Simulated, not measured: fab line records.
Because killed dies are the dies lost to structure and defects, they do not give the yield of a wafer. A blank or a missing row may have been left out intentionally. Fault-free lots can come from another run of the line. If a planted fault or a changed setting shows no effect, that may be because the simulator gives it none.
2 desks, one fault ; flow sky130 ; only its own numbers are on each desk; what lay behind them is given at the end

FROM THE METROLOGY DESK
What the gauges read, lot by lot, whatever tool the lot ran on: means of the sampled wafers that have a number. The brackets show how far a lot's mean lies from the usual mean; more than 4 standard deviations puts the lot out of limits, marked OUT.
Columns: A = PAD_OPEN_BOW at SKY_PAD_OPEN_BOW_MEAS_13, usual 47 um
lot;first seen here;A
L343;day 47 13:49;51
L344;day 47 20:13;37
L346;day 48 06:51;46
L349;day 48 08:30;44
L352;day 48 11:32;53
L356;day 48 17:13;53
L355;day 48 19:26;41
L357;day 52 04:56;59
L361;day 52 13:19;59
L363;day 52 15:49;47
L359;day 52 17:02;45
L364;day 52 17:22;40
L366;day 52 18:32;54
L362;day 52 20:05;44
Finding of this desk: none of the 14 lots has anything out of limits.

THE TOOL OWNER'S DESK: rieDiel-02
The tool's own readings at SKY_PASSIVATION_ETCH_11 (etches the open film in CF4/O2, stops on AlCu, target depth 725 nm, time 161.1 s): means of the sampled wafers that have a number, for each lot that ran on this tool. The brackets show how far a lot's mean lies from the usual mean; more than 4 standard deviations puts the lot out of limits, marked OUT.
Columns: A = O2_flow_sccm at SKY_PASSIVATION_ETCH_11, usual 10.00 sccm; B = drypumpMotorCurrentA at SKY_PASSIVATION_ETCH_11, usual 5.7 A; C = oesProductAu at SKY_PASSIVATION_ETCH_11, usual 0.978 a.u.; D = throttleValvePct at SKY_PASSIVATION_ETCH_11, usual 5.965 %
lot;first seen here;A;B;C;D
L344;day 46 19:39;10.00;5.2;0.980;5.970
L346;day 47 06:30;10.00;5.1;0.975;5.970
L349;day 47 08:34;10.04;5.1;0.951;5.960
L352;day 47 11:04;9.99;4.9;0.933 (-5.8) OUT;5.953
L363;day 51 21:01;10.02;4.9;0.977;5.969
L364;day 51 22:18;9.98;5.1;0.983;5.964
L366;day 51 23:18;9.99;5.1;0.980;5.957
This desk finds L352 out of limits, L352 being first, at day 47 11:04 (oesProductAu at SKY_PASSIVATION_ETCH_11). L344, L346, L349, L363, L364, L366 stayed within limits.

BROUGHT TOGETHER
An alarm could have come from the tool owner's desk at day 47 11:04, on L352.
At the metrology desk, nothing out of limits was observed.
The metrology desk has L352 on record, within its limits.
On rieDiel-02, each named lot ran SKY_PASSIVATION_ETCH_11.

WHAT WAS PUT IN BY THE SIMULATOR
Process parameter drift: rieDiel-02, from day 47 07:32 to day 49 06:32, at SKY_PASSIVATION_ETCH_11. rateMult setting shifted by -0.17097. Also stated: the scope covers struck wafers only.
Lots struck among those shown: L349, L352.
Hours from the fault's start to each desk's first reading out of limits: the tool owner's desk, 4.
